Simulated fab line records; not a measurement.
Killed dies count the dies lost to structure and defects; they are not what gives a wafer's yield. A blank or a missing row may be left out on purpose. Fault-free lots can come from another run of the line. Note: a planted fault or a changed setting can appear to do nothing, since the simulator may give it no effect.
A sampling plan put to the test + flow gf180mcu + one fab line, 47 faults that these records tell of, each judged on the records of the lots that it struck
Plan = the line's own looks (route steps where a gauge or an inspection reads the wafer without altering it). Where struck wafers have a number at a look and the file lists that look's usual mean and standard deviation on fault-free wafers, the look can be judged. Caught: a look later than the fault's first step finds the struck wafers' mean 4 or more of those standard deviations (sigma) from the usual mean. On the tool: the test repeated on the tool's own readings taken at the fault's steps. Another recipe on the struck wafers, or a record that is blank for them alone, also counts as caught.

== THE FAULTS, as the simulator had put them in ==
1. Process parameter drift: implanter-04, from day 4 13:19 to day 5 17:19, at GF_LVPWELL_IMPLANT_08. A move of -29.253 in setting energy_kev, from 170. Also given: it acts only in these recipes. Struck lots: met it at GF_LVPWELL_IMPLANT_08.
2. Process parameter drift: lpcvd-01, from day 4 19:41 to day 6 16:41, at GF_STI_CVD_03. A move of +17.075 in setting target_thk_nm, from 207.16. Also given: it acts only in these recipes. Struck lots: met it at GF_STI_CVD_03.
3. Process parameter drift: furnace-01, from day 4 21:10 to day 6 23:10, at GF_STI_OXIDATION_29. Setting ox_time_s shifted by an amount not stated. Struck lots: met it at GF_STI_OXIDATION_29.
4. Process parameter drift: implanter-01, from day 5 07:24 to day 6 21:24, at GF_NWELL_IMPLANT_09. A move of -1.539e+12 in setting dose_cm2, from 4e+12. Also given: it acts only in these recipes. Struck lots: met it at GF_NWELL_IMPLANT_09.
5. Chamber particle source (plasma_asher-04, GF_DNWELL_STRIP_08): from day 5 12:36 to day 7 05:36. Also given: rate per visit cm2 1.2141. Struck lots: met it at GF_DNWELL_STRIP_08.
6. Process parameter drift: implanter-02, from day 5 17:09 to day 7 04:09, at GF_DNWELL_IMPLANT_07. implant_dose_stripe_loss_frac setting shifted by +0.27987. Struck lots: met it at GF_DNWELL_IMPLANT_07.
7. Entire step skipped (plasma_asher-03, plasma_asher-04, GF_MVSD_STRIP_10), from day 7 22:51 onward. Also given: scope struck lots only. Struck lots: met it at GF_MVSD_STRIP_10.
8. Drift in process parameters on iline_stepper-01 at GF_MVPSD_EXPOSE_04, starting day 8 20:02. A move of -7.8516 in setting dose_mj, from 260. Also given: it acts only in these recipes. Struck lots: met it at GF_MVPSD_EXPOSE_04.
9. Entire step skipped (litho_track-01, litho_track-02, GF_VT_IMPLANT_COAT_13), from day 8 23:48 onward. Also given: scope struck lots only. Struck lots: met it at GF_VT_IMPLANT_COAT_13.
10. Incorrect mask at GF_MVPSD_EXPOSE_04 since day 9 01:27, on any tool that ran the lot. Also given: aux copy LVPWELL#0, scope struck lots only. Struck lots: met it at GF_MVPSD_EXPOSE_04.
11. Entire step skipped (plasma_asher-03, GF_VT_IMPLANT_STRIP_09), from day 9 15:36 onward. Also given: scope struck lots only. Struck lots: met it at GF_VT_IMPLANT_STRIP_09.
12. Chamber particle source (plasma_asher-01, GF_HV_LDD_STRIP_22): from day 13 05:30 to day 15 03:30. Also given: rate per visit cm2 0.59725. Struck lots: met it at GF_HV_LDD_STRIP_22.
13. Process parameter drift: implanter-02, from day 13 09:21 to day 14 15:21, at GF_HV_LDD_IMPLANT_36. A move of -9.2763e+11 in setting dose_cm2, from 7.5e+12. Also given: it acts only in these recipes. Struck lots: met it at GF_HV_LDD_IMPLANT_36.
14. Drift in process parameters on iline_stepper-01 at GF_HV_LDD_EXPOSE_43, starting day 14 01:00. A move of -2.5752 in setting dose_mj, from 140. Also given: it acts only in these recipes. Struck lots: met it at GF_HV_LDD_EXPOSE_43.
15. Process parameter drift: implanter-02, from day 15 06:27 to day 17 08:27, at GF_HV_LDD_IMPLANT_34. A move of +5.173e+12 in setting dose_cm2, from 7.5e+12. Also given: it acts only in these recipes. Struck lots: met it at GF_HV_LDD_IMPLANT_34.
16. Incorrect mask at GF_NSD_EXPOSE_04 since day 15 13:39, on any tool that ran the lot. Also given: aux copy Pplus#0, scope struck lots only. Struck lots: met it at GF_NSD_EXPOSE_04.
17. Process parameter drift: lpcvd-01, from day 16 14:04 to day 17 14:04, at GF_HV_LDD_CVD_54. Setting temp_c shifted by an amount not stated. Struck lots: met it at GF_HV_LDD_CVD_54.
18. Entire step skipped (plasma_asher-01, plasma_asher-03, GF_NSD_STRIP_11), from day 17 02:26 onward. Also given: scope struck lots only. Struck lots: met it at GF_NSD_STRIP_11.
19. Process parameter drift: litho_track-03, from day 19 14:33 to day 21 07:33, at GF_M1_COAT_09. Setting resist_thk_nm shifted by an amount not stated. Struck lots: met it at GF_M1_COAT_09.
20. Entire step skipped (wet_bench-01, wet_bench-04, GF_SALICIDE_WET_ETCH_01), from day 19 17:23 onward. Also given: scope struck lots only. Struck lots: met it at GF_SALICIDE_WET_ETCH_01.
21. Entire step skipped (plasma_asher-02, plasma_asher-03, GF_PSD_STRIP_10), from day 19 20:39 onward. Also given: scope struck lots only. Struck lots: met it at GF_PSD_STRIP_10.
22. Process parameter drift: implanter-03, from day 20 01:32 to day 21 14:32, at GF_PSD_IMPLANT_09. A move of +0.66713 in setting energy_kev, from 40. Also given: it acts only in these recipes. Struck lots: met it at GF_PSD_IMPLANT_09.
23. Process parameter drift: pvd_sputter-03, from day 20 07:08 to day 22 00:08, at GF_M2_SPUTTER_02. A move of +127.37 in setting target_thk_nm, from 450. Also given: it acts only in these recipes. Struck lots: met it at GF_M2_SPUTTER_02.
24. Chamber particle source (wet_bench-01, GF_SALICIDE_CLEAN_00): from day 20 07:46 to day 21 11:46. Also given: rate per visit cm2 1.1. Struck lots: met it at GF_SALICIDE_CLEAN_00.
25. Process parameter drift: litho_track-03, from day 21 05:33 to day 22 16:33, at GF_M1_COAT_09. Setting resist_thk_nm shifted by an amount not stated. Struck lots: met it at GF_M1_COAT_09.
26. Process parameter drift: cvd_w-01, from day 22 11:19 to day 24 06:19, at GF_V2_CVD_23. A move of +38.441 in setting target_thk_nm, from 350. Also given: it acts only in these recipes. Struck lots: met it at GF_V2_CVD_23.
27. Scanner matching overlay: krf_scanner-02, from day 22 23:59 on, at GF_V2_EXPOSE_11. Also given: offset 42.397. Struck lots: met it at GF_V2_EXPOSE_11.
28. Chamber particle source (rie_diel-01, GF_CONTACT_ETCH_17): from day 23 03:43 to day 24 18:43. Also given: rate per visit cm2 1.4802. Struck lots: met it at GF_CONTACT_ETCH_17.
29. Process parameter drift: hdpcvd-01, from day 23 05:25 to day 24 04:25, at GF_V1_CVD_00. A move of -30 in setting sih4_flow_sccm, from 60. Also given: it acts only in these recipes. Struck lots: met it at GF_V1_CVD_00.
30. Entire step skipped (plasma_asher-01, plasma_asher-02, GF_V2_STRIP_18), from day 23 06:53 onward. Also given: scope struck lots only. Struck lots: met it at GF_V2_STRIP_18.
31. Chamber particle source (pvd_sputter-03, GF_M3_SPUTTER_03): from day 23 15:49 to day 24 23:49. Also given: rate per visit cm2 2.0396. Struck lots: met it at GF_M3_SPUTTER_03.
32. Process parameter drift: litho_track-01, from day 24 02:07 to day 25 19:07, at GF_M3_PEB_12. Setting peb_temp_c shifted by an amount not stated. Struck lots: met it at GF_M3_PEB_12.
33. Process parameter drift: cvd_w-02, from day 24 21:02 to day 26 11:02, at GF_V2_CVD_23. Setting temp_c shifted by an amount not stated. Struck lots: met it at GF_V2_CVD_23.
34. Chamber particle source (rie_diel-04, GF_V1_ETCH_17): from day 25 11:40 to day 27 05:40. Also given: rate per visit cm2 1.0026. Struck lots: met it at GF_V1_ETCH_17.
35. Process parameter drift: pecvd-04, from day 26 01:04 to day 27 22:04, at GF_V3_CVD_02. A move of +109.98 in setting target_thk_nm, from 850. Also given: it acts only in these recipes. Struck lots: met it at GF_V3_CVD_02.
36. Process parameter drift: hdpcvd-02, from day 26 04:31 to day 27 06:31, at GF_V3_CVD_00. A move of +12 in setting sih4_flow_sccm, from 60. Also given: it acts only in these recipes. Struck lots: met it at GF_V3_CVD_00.
37. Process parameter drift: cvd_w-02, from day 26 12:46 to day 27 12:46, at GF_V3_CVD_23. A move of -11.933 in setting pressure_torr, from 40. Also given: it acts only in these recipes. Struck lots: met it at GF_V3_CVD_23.
38. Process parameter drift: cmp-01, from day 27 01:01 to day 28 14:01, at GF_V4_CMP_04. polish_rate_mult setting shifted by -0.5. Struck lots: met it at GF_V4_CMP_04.
39. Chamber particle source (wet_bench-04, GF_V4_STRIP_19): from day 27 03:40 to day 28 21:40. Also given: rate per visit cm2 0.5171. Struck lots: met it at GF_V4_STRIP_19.
40. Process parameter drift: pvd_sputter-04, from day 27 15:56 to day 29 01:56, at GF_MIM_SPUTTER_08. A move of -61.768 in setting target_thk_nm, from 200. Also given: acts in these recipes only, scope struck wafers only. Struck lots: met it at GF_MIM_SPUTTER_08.
41. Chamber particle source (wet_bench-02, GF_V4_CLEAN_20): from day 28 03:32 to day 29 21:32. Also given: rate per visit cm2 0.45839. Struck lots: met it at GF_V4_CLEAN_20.
42. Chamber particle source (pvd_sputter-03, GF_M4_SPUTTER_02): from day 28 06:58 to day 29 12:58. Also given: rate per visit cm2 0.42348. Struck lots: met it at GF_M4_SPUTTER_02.
43. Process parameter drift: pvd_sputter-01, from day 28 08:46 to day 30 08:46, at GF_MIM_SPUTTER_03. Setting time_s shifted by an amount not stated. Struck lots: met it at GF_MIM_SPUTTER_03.
44. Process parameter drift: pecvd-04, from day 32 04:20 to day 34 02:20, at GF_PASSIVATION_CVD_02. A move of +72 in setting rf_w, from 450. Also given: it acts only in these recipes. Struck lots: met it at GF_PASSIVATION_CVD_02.
45. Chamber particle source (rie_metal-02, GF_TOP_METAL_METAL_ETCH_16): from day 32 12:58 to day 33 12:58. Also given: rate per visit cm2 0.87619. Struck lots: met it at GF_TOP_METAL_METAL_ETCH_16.
46. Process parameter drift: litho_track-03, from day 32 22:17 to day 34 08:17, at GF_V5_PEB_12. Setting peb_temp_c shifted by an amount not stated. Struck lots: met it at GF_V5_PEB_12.
47. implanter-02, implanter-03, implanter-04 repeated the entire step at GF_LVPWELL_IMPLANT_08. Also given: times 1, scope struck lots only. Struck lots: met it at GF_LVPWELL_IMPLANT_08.

== WHAT THE PLAN SAW ==
| fault | on the tool itself                               | first look that catches it                      | reading, sigma                                                        | median hours from its first step to that look | hours from the fault's start to the first struck lot there | judged looks passed uncaught |
|-------|--------------------------------------------------|-------------------------------------------------|-----------------------------------------------------------------------|-----------------------------------------------|------------------------------------------------------------|------------------------------|
| 1     | beam_energy_keV -99 or beyond sigma              | GF_VT_IMPLANT_RS_MEAS_48                        | LVPWELL_RS +15                                                        | 93.3                                          | 96                                                         | 0                            |
| 2     | under 2 sigma                                    | GF_STI_THK_MEAS_04                              | STI_CVD_03_THK +7.9                                                   | 2.0                                           | 7                                                          | 0                            |
| 3     | under 2 sigma                                    | GF_STI_THK_MEAS_30                              | STI_OXIDATION_02_THK +7.9                                             | 1.4                                           | 4                                                          | 0                            |
| 4     | dose_ions_cm2 -99 or beyond sigma                | GF_VT_IMPLANT_RS_MEAS_47                        | NWELL_RS +26                                                          | 117.0                                         | 117                                                        | 2                            |
| 5     | under 2 sigma                                    | no look after it can be judged                  | -                                                                     | -                                             | -                                                          | 0                            |
| 6     | under 2 sigma                                    | none of the 5 looks that can be judged after it | -                                                                     | -                                             | -                                                          | 5                            |
| 7     | the tool's record is blank for the struck wafers | GF_MVPSD_TW_MEAS_11                             | MVPSD_TW -99 or beyond                                                | 17.8                                          | 23                                                         | 0                            |
| 8     | exposure_dose_mJ_cm2 -35 sigma                   | none of the 6 looks that can be judged after it | -                                                                     | -                                             | -                                                          | 6                            |
| 9     | the tool's record is blank for the struck wafers | GF_VT_IMPLANT_TW_MEAS_32                        | VT_IMPLANT_3_TW +99 or beyond                                         | 26.3                                          | 29                                                         | 0                            |
| 10    | under 2 sigma                                    | GF_MVPSD_TW_MEAS_11                             | MVPSD_TW -99 or beyond                                                | 8.8                                           | 12                                                         | 0                            |
| 11    | the tool's record is blank for the struck wafers | GF_VT_IMPLANT_TW_MEAS_21                        | VT_IMPLANT_2_TW -99 or beyond                                         | 18.2                                          | 20                                                         | 0                            |
| 12    | under 2 sigma                                    | no look after it can be judged                  | -                                                                     | -                                             | -                                                          | 0                            |
| 13    | dose_ions_cm2 -98 sigma                          | none of the 2 looks that can be judged after it | strongest: HV_LDD_RS at GF_HV_LDD_RS_MEAS_53, +3.5                    | -                                             | -                                                          | 2                            |
| 14    | exposure_dose_mJ_cm2 -19 sigma                   | none of the 2 looks that can be judged after it | strongest: cd_nm at GF_HV_LDD_CD_MEAS_46, -2.6                        | -                                             | -                                                          | 2                            |
| 15    | dose_ions_cm2 +99 or beyond sigma                | GF_HV_LDD_TW_MEAS_38                            | HV_LDD_3_TW +6.1                                                      | 0.5                                           | 32                                                         | 0                            |
| 16    | no reading that can be judged                    | GF_NSD_TW_MEAS_12                               | NSD_TW -99 or beyond                                                  | 11.0                                          | 14                                                         | 0                            |
| 17    | susceptor_temp_C +99 or beyond sigma             | GF_HV_LDD_THK_MEAS_55                           | HV_LDD_CVD_54_THK +69                                                 | 1.0                                           | 4                                                          | 0                            |
| 18    | the tool's record is blank for the struck wafers | GF_PSD_TW_MEAS_11                               | PSD_TW -99 or beyond                                                  | 23.6                                          | 28                                                         | 0                            |
| 19    | under 2 sigma                                    | no look after it can be judged                  | -                                                                     | -                                             | -                                                          | 0                            |
| 20    | the tool's record is blank for the struck wafers | no look after it can be judged                  | -                                                                     | -                                             | -                                                          | 0                            |
| 21    | the tool's record is blank for the struck wafers | no look after it can be judged                  | -                                                                     | -                                             | -                                                          | 0                            |
| 22    | beam_energy_keV +51 sigma                        | none of the 3 looks that can be judged after it | strongest: PSD_RS at GF_PSD_RS_MEAS_15, -2.9                          | -                                             | -                                                          | 3                            |
| 23    | under 2 sigma                                    | GF_M2_RS_MEAS_05                                | M2_ALCU_RS -17                                                        | 0.2                                           | 13                                                         | 0                            |
| 24    | under 2 sigma                                    | none of the 2 looks that can be judged after it | -                                                                     | -                                             | -                                                          | 2                            |
| 25    | no reading that can be judged                    | GF_M1_CD_MEAS_14                                | cd_nm +8.2                                                            | 11.8                                          | 28                                                         | 0                            |
| 26    | under 2 sigma                                    | GF_V2_RS_MEAS_24                                | V2_W_RS -6.6                                                          | 0.1                                           | 10                                                         | 0                            |
| 27    | no reading that can be judged                    | GF_V2_OVL_MEAS_15                               | V2_OVL +8.7                                                           | 11.0                                          | 24                                                         | 0                            |
| 28    | under 2 sigma                                    | not the one look that can be judged after it    | -                                                                     | -                                             | -                                                          | 1                            |
| 29    | sih4_flow_sccm -99 or beyond sigma               | GF_V1_THK_MEAS_01                               | V1_CVD_00_THK -42                                                     | 0.1                                           | 9                                                          | 0                            |
| 30    | the tool's record is blank for the struck wafers | no look after it can be judged                  | -                                                                     | -                                             | -                                                          | 0                            |
| 31    | under 2 sigma                                    | none of the 2 looks that can be judged after it | -                                                                     | -                                             | -                                                          | 2                            |
| 32    | heater_power_total_W +9.5 sigma                  | none of the 2 looks that can be judged after it | strongest: cd_nm at GF_M3_CD_MEAS_14, -2.6                            | -                                             | -                                                          | 2                            |
| 33    | susceptor_temp_C +77 sigma                       | GF_V2_RS_MEAS_24                                | V2_W_RS -16                                                           | 0.1                                           | 4                                                          | 0                            |
| 34    | under 2 sigma                                    | none of the 2 looks that can be judged after it | -                                                                     | -                                             | -                                                          | 2                            |
| 35    | under 2 sigma                                    | GF_V3_THK_MEAS_03                               | V3_CVD_02_THK +8.3                                                    | 0.1                                           | 9                                                          | 0                            |
| 36    | sih4_flow_sccm +62 sigma                         | GF_V3_THK_MEAS_01                               | V3_CVD_00_THK +15                                                     | 0.1                                           | 5                                                          | 0                            |
| 37    | chamber_pressure_Torr -99 or beyond sigma        | GF_V3_RS_MEAS_24                                | V3_W_RS +15                                                           | 0.1                                           | 2                                                          | 0                            |
| 38    | time_to_endpoint_s +4.6 sigma                    | not the one look that can be judged after it    | -                                                                     | -                                             | -                                                          | 1                            |
| 39    | no reading that can be judged                    | no look after it can be judged                  | -                                                                     | -                                             | -                                                          | 0                            |
| 40    | under 2 sigma                                    | GF_MIM_RS_MEAS_10                               | MIM_ALCU_RS +33                                                       | 0.1                                           | 10                                                         | 0                            |
| 41    | no reading that can be judged                    | no look after it can be judged                  | -                                                                     | -                                             | -                                                          | 0                            |
| 42    | under 2 sigma                                    | not the one look that can be judged after it    | -                                                                     | -                                             | -                                                          | 1                            |
| 43    | under 2 sigma                                    | no look after it can be judged                  | -                                                                     | -                                             | -                                                          | 0                            |
| 44    | rf_fwd_power_W +55 sigma                         | not the one look that can be judged after it    | strongest: PASSIVATION_CVD_02_THK at GF_PASSIVATION_THK_MEAS_03, +2.5 | -                                             | -                                                          | 1                            |
| 45    | under 2 sigma                                    | none of the 3 looks that can be judged after it | -                                                                     | -                                             | -                                                          | 3                            |
| 46    | heater_power_total_W +37 sigma                   | GF_V5_CD_MEAS_14                                | cd_nm +8.3                                                            | 0.3                                           | 2                                                          | 0                            |
| 47    | no reading that can be judged                    | GF_LVPWELL_TW_MEAS_11                           | LVPWELL_TW +43                                                        | 0.7                                           | -                                                          | 0                            |
A dash: the fault isn't caught, or these records don't give the number.

Caught at a look: 24 of 47. Caught on the tool: 23 of 47. By one or the other: 34 of 47.
Faults caught by the tool alone: 8, 13, 14, 20, 21, 22, 30, 32, 38, 44.
Caught at a look alone: faults 2, 3, 10, 16, 23, 25, 26, 27, 35, 40, 47.
Caught by neither: faults 5, 6, 12, 19, 24, 28, 31, 34, 39, 41, 42, 43, 45.

== THINNER SAMPLING ==
Were the look that catches a fault to measure just every second or every third lot (counted by lot number), the first struck lot would, at worst, be measured this late:
| fault | struck lots at that look, in order of time | every lot | every second lot | every third lot |
|-------|--------------------------------------------|-----------|------------------|-----------------|
| 1     | L908, L909, L910                           | 96 h      | 99 h             | 110 h           |
| 2     | L581, L582, L583                           | 7 h       | 12 h             | 17 h            |
| 3     | L303, L304, L305                           | 4 h       | 8 h              | 15 h            |
| 4     | L855, L857, L860                           | 117 h     | 148 h            | may miss all 3  |
| 7     | L910, L911, L912                           | 23 h      | 26 h             | 32 h            |
| 9     | L196, L197                                 | 29 h      | 34 h             | may miss all 2  |
| 10    | L694                                       | 12 h      | may miss it      | may miss it     |
| 11    | L608, L609                                 | 20 h      | 27 h             | may miss all 2  |
| 15    | L588, L590                                 | 32 h      | may miss all 2   | may miss all 2  |
| 16    | L368                                       | 14 h      | may miss it      | may miss it     |
| 17    | L374, L375                                 | 4 h       | 15 h             | may miss all 2  |
| 18    | L981, L982, L983                           | 28 h      | 33 h             | 42 h            |
| 23    | L688, L689                                 | 13 h      | 14 h             | may miss all 2  |
| 25    | L952, L953                                 | 28 h      | 38 h             | may miss all 2  |
| 26    | L561, L563                                 | 10 h      | may miss all 2   | may miss all 2  |
| 27    | L588, L590                                 | 24 h      | may miss all 2   | may miss all 2  |
| 29    | L850, L851                                 | 9 h       | 17 h             | may miss all 2  |
| 33    | L162, L164                                 | 4 h       | may miss all 2   | may miss all 2  |
| 35    | L429, L430                                 | 9 h       | 17 h             | may miss all 2  |
| 36    | L964, L965                                 | 5 h       | 14 h             | may miss all 2  |
| 37    | L409, L410                                 | 2 h       | 9 h              | may miss all 2  |
| 40    | L998, L999                                 | 10 h      | 16 h             | may miss all 2  |
| 46    | L444, L445                                 | 2 h       | 10 h             | may miss all 2  |
Hours are from the fault's start to the first struck lot that is measured. The limit of 4 sigma was tested on all struck wafers together, so one lot alone may lie under it. Other struck lots may not be in these records.

== THE LONGEST TIMED WAY FROM STEP TO LOOK ==
Fault 4: median gap of 117.0 hours between GF_NWELL_IMPLANT_09 and GF_VT_IMPLANT_RS_MEAS_47. The looks between them that can be judged stayed within 4 sigma: GF_MVSD_TW_MEAS_11, GF_VT_IMPLANT_TW_MEAS_10.
